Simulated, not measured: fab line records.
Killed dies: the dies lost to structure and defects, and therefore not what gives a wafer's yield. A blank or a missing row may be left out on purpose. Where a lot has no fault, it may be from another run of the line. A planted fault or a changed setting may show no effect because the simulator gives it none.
The tool behind it: which one? || flow gf180mcu || 11 lots with 33 wafers sampled at 2 steps, on a route of 602 steps

WHAT EACH GAUGE READ, for each wafer
GF_STI_THK_MEAS_30.
{"lot": "L988", "measured": "day 2 08:13", "on": "film_metro-03", "STI_OXIDATION_02_THK (nm)": "9.79 9.84 9.69"}
{"lot": "L989", "measured": "day 2 11:25", "on": "film_metro-02", "STI_OXIDATION_02_THK (nm)": "9.91 9.76 9.81"}
{"lot": "L990", "measured": "day 2 16:37", "on": "film_metro-02", "STI_OXIDATION_02_THK (nm)": "9.90 9.79 9.74"}
{"lot": "L991", "measured": "day 3 01:25", "on": "film_metro-03", "STI_OXIDATION_02_THK (nm)": "9.93 9.97 9.88"}
{"lot": "L992", "measured": "day 3 05:20", "on": "film_metro-01", "STI_OXIDATION_02_THK (nm)": "9.84 9.81 9.95"}
{"lot": "L998", "measured": "day 4 09:19", "on": "film_metro-01", "STI_OXIDATION_02_THK (nm)": "15.51 15.50 15.27"}
{"lot": "L999", "measured": "day 4 14:04", "on": "film_metro-02", "STI_OXIDATION_02_THK (nm)": "15.40 15.22 15.30"}
{"lot": "L100", "measured": "day 4 23:16", "on": "film_metro-01", "STI_OXIDATION_02_THK (nm)": "15.46 15.53 15.43"}
{"lot": "L104", "measured": "day 5 21:55", "on": "film_metro-01", "STI_OXIDATION_02_THK (nm)": "9.87 9.89 9.87"}
{"lot": "L105", "measured": "day 6 00:45", "on": "film_metro-01", "STI_OXIDATION_02_THK (nm)": "10.18 10.07 10.17"}
{"lot": "L111", "measured": "day 7 04:25", "on": "film_metro-02", "STI_OXIDATION_02_THK (nm)": "9.94 9.80 9.77"}

TOOL THAT RAN EACH LOT (tool first, then ch and the chambers of the sampled wafers, then the start)
{"lot": "L988", "GF_STI_OXIDATION_29": "furnace-02 ch 0, day 2 06:49"}
{"lot": "L989", "GF_STI_OXIDATION_29": "furnace-01 ch 0, day 2 10:01"}
{"lot": "L990", "GF_STI_OXIDATION_29": "furnace-02 ch 0, day 2 15:13"}
{"lot": "L991", "GF_STI_OXIDATION_29": "furnace-01 ch 0, day 3 00:01"}
{"lot": "L992", "GF_STI_OXIDATION_29": "furnace-01 ch 0, day 3 03:56"}
{"lot": "L998", "GF_STI_OXIDATION_29": "furnace-02 ch 0, day 4 07:55"}
{"lot": "L999", "GF_STI_OXIDATION_29": "furnace-02 ch 0, day 4 12:41"}
{"lot": "L100", "GF_STI_OXIDATION_29": "furnace-02 ch 0, day 4 21:52"}
{"lot": "L104", "GF_STI_OXIDATION_29": "furnace-01 ch 0, day 5 20:31"}
{"lot": "L105", "GF_STI_OXIDATION_29": "furnace-01 ch 0, day 5 23:21"}
{"lot": "L111", "GF_STI_OXIDATION_29": "furnace-01 ch 0, day 7 03:01"}
- GF_STI_OXIDATION_29: stabilise 600 s, purge 300 s, target thk 10 nm.

THE ANSWER, worked out from the rows above alone
Rule: what is usual is taken from the lots themselves. The widest of any qualifying gaps counts: lots, ordered by their means at a reading, are off when they make up no more than a third of the lots, leave a main group of 4 or more, and stand apart from it by 3 or more times the standard deviation of that group's means. A main group is skipped when, at the precision printed for the reading in the tables above, its means are all equal. Also off: a lot with no number at a reading for which 4 or more lots have one. Any other lot the step has rows for is counted as sound.
Off: at GF_STI_THK_MEAS_30 (STI_OXIDATION_02_THK), L998, L999, L100. The main group has a mean of 9.88 nm with a standard deviation of 0.11.
A tool fits if, at a process step before that reading, it ran every lot that is off, and no sound lot after the first of them. Gauges at GF_STI_THK_MEAS_30: tried the same way as those tools. One fits: furnace-02 at GF_STI_OXIDATION_29. Its last sound lot is L990 (day 2 15:13), its first lot that is off L998 (day 4 07:55): a fault that began between those two fits.

WHAT THE SIMULATOR HAD INSERTED
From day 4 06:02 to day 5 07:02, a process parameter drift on furnace-02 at GF_STI_OXIDATION_29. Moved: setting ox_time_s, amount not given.
Struck lots among those shown: L998, L999, L100. This agrees with what the rule above found.
